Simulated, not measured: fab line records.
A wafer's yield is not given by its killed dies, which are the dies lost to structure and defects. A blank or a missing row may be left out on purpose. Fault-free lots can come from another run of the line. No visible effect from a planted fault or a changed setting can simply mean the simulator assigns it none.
The tool behind it: which one?	flow gf180mcu	Sampling: 11 lots, 33 wafers, 5 of 602 route steps

## WHAT THE GAUGES READ, wafer by wafer
GF_V2_RS_MEAS_24: a four-point-probe measurement. Usual: V2_W_RS 0.328 ohm/sq, standard deviation 0.0036.
lot	measured	on	V2_W_RS (ohm/sq)	flag
L295	day 20 03:58	filmMetro-04	0.328 0.331 0.332	
L298	day 21 10:34	filmMetro-02	0.329 0.337 0.329	
L299	day 21 23:12	filmMetro-02	0.326 0.326 0.321	
L300	day 22 05:59	filmMetro-02	0.324 0.329 0.325	
L302	day 23 05:01	filmMetro-02	0.328 0.329 0.324	
L304	day 23 22:01	filmMetro-03	0.325 0.326 0.325	
L305	day 24 06:17	filmMetro-04	0.324 0.328 0.325	
L312	day 26 08:27	filmMetro-02	0.337 0.333 0.334	
L316	day 27 18:13	filmMetro-04	0.332 0.328 0.333	
L317	day 27 21:01	filmMetro-04	0.331 0.333 0.327	
L318	day 27 23:00	filmMetro-02	0.331 0.331 0.334	

GF_M3_THK_MEAS_06: measures by xrf. Usual: M3_ALCU_THK 449 nm, standard deviation 3.9.
lot	measured	on	M3_ALCU_THK (nm)	flag
L295	day 20 04:47	filmMetro-02	453 452 455	
L298	day 21 11:23	filmMetro-01	443 445 445	
L299	day 22 00:01	filmMetro-04	451 452 453	
L300	day 22 06:47	filmMetro-04	450 451 453	
L302	day 23 06:05	filmMetro-04	452 454 453	
L304	day 23 22:50	filmMetro-04	451 464 452	
L305	day 24 07:05	filmMetro-02	455 468 451	
L312	day 26 09:16	filmMetro-02	449 449 451	
L316	day 27 19:02	filmMetro-02	455 454 454	
L317	day 27 21:49	filmMetro-01	451 449 450	
L318	day 27 23:49	filmMetro-01	449 449 449	

## WHICH TOOL RAN EACH LOT (tool, then ch and the chambers of the sampled wafers, then the start)
lot	GF_V2_SPUTTER_22	GF_M3_SPUTTER_03	GF_M3_SPUTTER_04
L295	pvdSputter-04, day 20 03:43	pvdSputter-02, day 20 04:37	pvdSputter-02, day 20 04:38
L298	pvdSputter-01, day 21 10:24	pvdSputter-03, day 21 11:12	pvdSputter-03, day 21 11:13
L299	pvdSputter-02, day 21 23:01	pvdSputter-04, day 21 23:50	pvdSputter-04, day 21 23:52
L300	pvdSputter-02, day 22 05:49	pvdSputter-04, day 22 06:36	pvdSputter-04, day 22 06:37
L302	pvdSputter-04, day 23 04:49	pvdSputter-04, day 23 05:53	pvdSputter-04, day 23 05:54
L304	pvdSputter-01, day 23 21:51	pvdSputter-04, day 23 22:38	pvdSputter-04, day 23 22:40
L305	pvdSputter-01, day 24 06:07	pvdSputter-04, day 24 06:54	pvdSputter-04, day 24 06:55
L312	pvdSputter-01, day 26 08:18	pvdSputter-02, day 26 09:05	pvdSputter-02, day 26 09:07
L316	pvdSputter-01, day 27 18:01	pvdSputter-03, day 27 18:52	pvdSputter-03, day 27 18:53
L317	pvdSputter-04, day 27 20:50	pvdSputter-04, day 27 21:38	pvdSputter-04, day 27 21:39
L318	pvdSputter-01, day 27 22:51	pvdSputter-03, day 27 23:38	pvdSputter-03, day 27 23:40
- GF_V2_SPUTTER_22: material TiN, target thk 10 nm, time 40 s.
- GF_M3_SPUTTER_03: material Ti, target thk 10 nm, time 6.7 s.
- GF_M3_SPUTTER_04: material TiN, target thk 50 nm, time 41.7 s.

## WHAT THE TOOLS THEMSELVES READ (means of the sampled wafers that have a number; where no wafer has one, the mark that the record gives instead)
GF_V2_SPUTTER_22. Usual: 29.9 % for throttleValvePct, sd 0.79.
lot	tool	throttleValvePct (%)	flag
L295	pvdSputter-04	30.2	
L298	pvdSputter-01	29.9	
L299	pvdSputter-02	29.5	
L300	pvdSputter-02	29.6	
L302	pvdSputter-04	29.9	
L304	pvdSputter-01	30.1	
L305	pvdSputter-01	29.9	
L312	pvdSputter-01	29.9	
L316	pvdSputter-01	29.7	
L317	pvdSputter-04	29.9	
L318	pvdSputter-01	29.9	

GF_M3_SPUTTER_03. Usual: substrateTempC 300.00 C, standard deviation 0.18; throttleValvePct 30.2 %, standard deviation 0.97.
lot	tool	substrateTempC (C)	throttleValvePct (%)	flag
L295	pvdSputter-02	299.97	29.9	
L298	pvdSputter-03	299.90	31.0	
L299	pvdSputter-04	300.04	30.2	
L300	pvdSputter-04	300.12	29.3	
L302	pvdSputter-04	300.04	29.0	
L304	pvdSputter-04	299.98	29.3	
L305	pvdSputter-04	299.72	29.3	
L312	pvdSputter-02	300.20	30.0	
L316	pvdSputter-03	300.07	30.8	
L317	pvdSputter-04	300.00	28.9	
L318	pvdSputter-03	300.00	31.2	

GF_M3_SPUTTER_04. Usual: 30.2 % for throttleValvePct, sd 0.95.
lot	tool	throttleValvePct (%)	flag
L295	pvdSputter-02	29.9	
L298	pvdSputter-03	30.7	
L299	pvdSputter-04	30.1	
L300	pvdSputter-04	29.4	
L302	pvdSputter-04	29.1	
L304	pvdSputter-04	29.4	
L305	pvdSputter-04	29.2	
L312	pvdSputter-02	30.0	
L316	pvdSputter-03	30.8	
L317	pvdSputter-04	29.0	
L318	pvdSputter-03	31.4	

## THE ANSWER, worked out from the rows above alone
Rule: a lot is off if the mean of its wafers that have a number lies more than 3 standard deviations from the usual mean. Also off: a lot with no number at a reading for which 4 or more lots have one. Where the step has rows for the other lots, those lots are counted as sound. The gauges are gone through in route order, then the tools' own readings, and for those a lot's mean is taken as printed above. The first step at which some lot is off is used, and at that step the reading that is off furthest; a lot without a number counts as furthest.
No lot is off on any of the readings shown, so nothing can be concluded from this.

## WHAT THE SIMULATOR PUT IN
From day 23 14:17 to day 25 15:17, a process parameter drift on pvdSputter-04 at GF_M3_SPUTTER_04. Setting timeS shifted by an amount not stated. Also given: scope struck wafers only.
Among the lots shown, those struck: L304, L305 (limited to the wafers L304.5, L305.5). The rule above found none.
